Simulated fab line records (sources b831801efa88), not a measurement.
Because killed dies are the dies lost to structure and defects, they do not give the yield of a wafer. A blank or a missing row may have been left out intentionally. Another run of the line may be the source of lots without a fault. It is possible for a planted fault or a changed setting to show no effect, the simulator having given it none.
Problem report in the 8D (eight disciplines) form, filled by code :: flow gf180mcu :: the parts of the form that need people (team, actions taken, sign-off) are left out

1. THE PROBLEM
At GF_M4_DEVELOP_13, developer-temp-C averages 21.83 C over 6 wafers from 2 lots, while fault-free wafers read 21.02 C, standard deviation 0.12. Measured from the usual mean, that is +6.8 standard deviations.
The step: develop time 60 s.
First seen on wafer L290.2, day 27 08:34, on litho-track-03. The record has a number at this step for 42 wafers belonging to 14 lots. The rule behind "out" and "out of limits": a value lying over 4 standard deviations away from the usual mean. All remaining wafers that have a number are taken as sound.

2. WHAT IT IS, WHAT IT ISN'T
question: which readings at this step
is: developer-temp-C
is not: resist-line-temp-C

question: which lots
is: L290, L291
is not: L278, L279, L280, L281, L282, L283, L293, L295, L296, L298, L299, L301

question: which wafers of those lots
is: all that have a number
is not: -

question: read on which tools
is: litho-track-03
is not: litho-track-01, litho-track-02

question: when
is: from day 27 08:34
is not: up to then (18 sound wafers); but 18 sound wafers of L293, L295, L296, L298, L299, L301 came after

3. SUSPECTS, AND WHAT RULES EACH OUT
Counting: a tool at a process step up to the reading stays a suspect if it ran every lot that is out and no sound lot after the first of them.
- litho-track-03 at GF_M4_DEVELOP_13 (develop time 60 s): kept. All lots that are out passed through it, beginning with L290 at day 27 08:34, and no sound lot followed; its final sound lot before that point was L282 at day 25 02:44. On those wafers its own readings are out: developer-temp-C.
The count leaves litho-track-03 at GF_M4_DEVELOP_13.

4. THE CAUSE (what the simulator had put in)
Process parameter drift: litho-track-03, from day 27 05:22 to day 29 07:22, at GF_M4_DEVELOP_13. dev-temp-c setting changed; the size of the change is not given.
Counting left only this tool.

5. THE CHAIN OF EFFECTS, in route order
Each row: a reading where the mean over the struck wafers with a number is more than 3 standard deviations away from the usual. Readings are gone through only where the record gives a usual standard deviation; hours: the median, over the lots, of the time from a lot's start at the first step in this table giving one to that lot's start at this step; sigmas: the change measured in usual standard deviations.
hours: 0
step: GF_M4_DEVELOP_13
reading: developer-temp-C
usual: 21.02 C
on struck wafers: 21.83
change: +0.81
sigmas: +6.8
Process steps it contains:
- GF_M4_DEVELOP_13: develop time 60 s.
Later steps that measure or inspect, where all struck wafers having a row at the step show a number for every such reading and not one has moved that far: GF_V4_THK_MEAS_01.

6. WHAT WOULD HAVE CAUGHT IT SOONER
The fault began at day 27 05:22; the first out-of-limits reading in this record came at day 27 08:34, 3 hours later.
